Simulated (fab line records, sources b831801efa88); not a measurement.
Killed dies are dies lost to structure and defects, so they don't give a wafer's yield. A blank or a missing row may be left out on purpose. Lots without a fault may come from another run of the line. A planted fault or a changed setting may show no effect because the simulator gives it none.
One fault seen from 2 desks | flow gf180mcu | each desk has only its own numbers; what lay behind them comes last

THE TOOL OWNER'S DESK: litho_track-03
The tool's own readings at GF_VT_IMPLANT_DEVELOP_28 (develop time 60 s): means of the sampled wafers that have a number, for each lot that ran on this tool. A lot is out of limits, marked OUT, if its mean lies more than 4 standard deviations from the usual mean; the brackets give that distance.
Columns: A = chill_plate_temp_C at GF_VT_IMPLANT_DEVELOP_28, usual 23.02 C
lot  | first seen here | A
L570 | day 7 10:23     | 23.09
L575 | day 8 17:28     | 22.98
L581 | day 10 09:25    | 22.95
L586 | day 11 17:37    | 23.08
L587 | day 12 00:22    | 23.02
This desk's finding: nothing out of limits on any of the 5 lots.

THE METROLOGY DESK
What the gauges read, lot by lot, whatever tool the lot ran on: means of the sampled wafers that have a number. A lot is out of limits, marked OUT, if its mean lies more than 4 standard deviations from the usual mean; the brackets give that distance.
Columns: A = STI_OXIDATION_THK at GF_STI_THK_MEAS_02, usual 10.15 nm; B = DUAL_GATE_OVL at GF_DUAL_GATE_OVL_MEAS_11, usual 0.5 nm
lot  | first seen here | A     | B
L568 | day 1 12:43     | 10.01 | -1.4
L569 | day 1 16:31     | 10.18 | 1.7
L570 | day 1 21:32     | 9.88  | -1.2
L573 | day 2 12:54     | 10.31 | -0.5
L574 | day 2 17:31     | 10.46 | 2.2
L575 | day 2 22:31     | 10.17 | -0.5
L578 | day 3 14:31     | 10.38 | -0.5
L579 | day 3 18:34     | 10.39 | -
L580 | day 3 23:32     | 10.32 | -
L581 | day 4 05:06     | 10.16 | -0.1
L586 | day 5 05:42     | 10.15 | -0.2
L587 | day 5 11:12     | 10.01 | 1.8
L588 | day 5 15:39     | 10.15 | 1.4
L591 | day 6 06:32     | 10.14 | -1.3
This desk's finding: nothing out of limits on any of the 14 lots.

PUT TOGETHER
The tool owner's desk saw nothing out of limits.
The metrology desk saw nothing out of limits.

WHAT THE SIMULATOR HAD PUT IN
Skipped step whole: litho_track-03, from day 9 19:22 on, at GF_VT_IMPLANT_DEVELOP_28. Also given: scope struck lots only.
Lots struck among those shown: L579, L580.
